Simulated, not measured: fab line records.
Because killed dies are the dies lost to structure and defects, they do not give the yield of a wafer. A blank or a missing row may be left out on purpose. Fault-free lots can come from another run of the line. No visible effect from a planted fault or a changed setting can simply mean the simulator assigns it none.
Which tool was responsible?    flow sky130    24 lots, 72 wafers sampled, at 2 steps of a route of 708

== WHAT THE GAUGES READ, wafer by wafer ==
SKY_VT_ADJUST_HVTR_CD_MEAS_07: the cd target is 380 nm. Usual: cd nm reads 380.7 nm (standard deviation 2.7).
lot   measured      on         cd nm (nm)         flag
L074  day 9 07:58   cd sem-01  380.9 379.7 378.1  
L075  day 9 19:26   cd sem-02  385.2 385.1 383.0  
L076  day 10 04:56  cd sem-01  380.2 378.6 381.1  
L077  day 10 06:47  cd sem-02  381.9 382.8 382.1  
L078  day 10 13:23  cd sem-01  383.5 384.8 382.0  
L079  day 11 00:06  cd sem-01  378.8 379.1 377.2  
L080  day 11 09:08  cd sem-02  381.4 381.7 383.2  
L081  day 11 10:21  cd sem-02  373.1 375.1 375.9  
L082  day 11 17:27  cd sem-01  382.7 383.6 381.9  
L083  day 12 00:38  cd sem-02  382.8 384.3 384.9  
L084  day 12 10:01  cd sem-02  379.7 381.4 381.8  
L085  day 12 15:30  cd sem-02  382.6 379.7 379.4  
L086  day 12 20:29  cd sem-02  381.3 380.0 381.3  
L087  day 13 05:13  cd sem-01  377.8 379.7 378.8  
L088  day 13 14:14  cd sem-01  381.0 379.1 380.1  
L089  day 13 20:57  cd sem-02  379.0 374.0 377.9  
L090  day 14 04:21  cd sem-02  384.0 380.4 380.5  
L091  day 14 21:52  cd sem-01  379.1 382.6 379.3  
L092  day 15 03:35  cd sem-01  377.6 380.4 381.0  
L093  day 15 17:10  cd sem-01  382.1 382.2 384.4  
L094  day 15 22:11  cd sem-02  373.6 377.4 376.8  
L095  day 15 23:43  cd sem-01  386.1 386.7 386.1  
L096  day 16 04:47  cd sem-02  382.8 383.0 382.2  
L097  day 16 17:36  cd sem-02  379.1 378.8 378.9  

SKY_POLY_GATE_THK_MEAS_21. Usual: POLY_GATE_OXIDATION_THK gives 4.00 nm (standard deviation 0.084).
lot   measured      on             POLY_GATE_OXIDATION_THK (nm)  flag
L074  day 16 08:29  film metro-02  4.08 4.03 4.01                
L075  day 16 20:07  film metro-02  4.10 4.13 4.07                
L076  day 17 10:13  film metro-04  3.96 3.87 3.96                
L077  day 17 12:38  film metro-04  3.95 3.81 3.82                
L078  day 18 11:31  film metro-04  3.95 3.91 3.86                
L079  day 18 12:39  film metro-03  3.89 3.92 3.89                
L080  day 18 19:19  film metro-03  3.99 3.97 4.03                
L081  day 18 21:52  film metro-03  3.89 3.91 3.92                
L082  day 19 07:29  film metro-04  3.91 3.93 3.97                
L083  day 19 13:46  film metro-03  3.91 3.99 3.98                
L084  day 19 22:50  film metro-04  4.01 3.93 3.84                
L085  day 20 08:08  film metro-03  4.18 4.09 4.12                
L086  day 20 15:53  film metro-02  4.09 4.03 4.18                
L087  day 21 00:31  film metro-04  4.07 4.08 4.00                
L088  day 21 10:38  film metro-02  3.98 3.99 4.11                
L089  day 21 18:53  film metro-03  4.15 4.09 4.11                
L090  day 22 19:34  film metro-04  3.92 3.88 3.89                
L091  day 23 14:20  film metro-02  4.06 4.01 4.07                
L092  day 23 14:05  film metro-04  3.95 3.99 3.96                
L093  day 23 19:28  film metro-02  3.91 3.98 3.90                
L094  day 23 20:32  film metro-04  4.12 4.05 4.03                
L095  day 24 00:41  film metro-04  4.04 3.96 3.95                
L096  day 24 06:29  film metro-02  3.96 4.05 3.94                
L097  day 24 19:03  film metro-02  4.08 4.10 4.12                

== TOOL THAT RAN EACH LOT (tool first, then ch and the chambers of the sampled wafers, then the start) ==
The record holds no process step before these readings.

== WHAT THE TOOLS THEMSELVES READ (means of the sampled wafers that have a number; where no wafer has one, the mark that the record gives instead) ==
The record holds no such reading with a usual standard deviation.

== THE ANSWER, worked out from the rows above alone ==
Rule: take the mean of a lot's wafers that have a number; if it is more than 3 standard deviations from the usual mean, the lot is off. A lot without any number at a reading at which 4 lots or more have one is off too. The other lots that the step has rows for count as sound. The gauges are gone through in route order, then the tools' own readings, and for those a lot's mean is taken as printed above. The first step at which some lot is off is used, and at that step the reading that is off furthest; a lot without a number counts as furthest.
No lot is off on any of the readings shown, so nothing can be concluded from this.

== WHAT WAS PUT IN BY THE SIMULATOR ==
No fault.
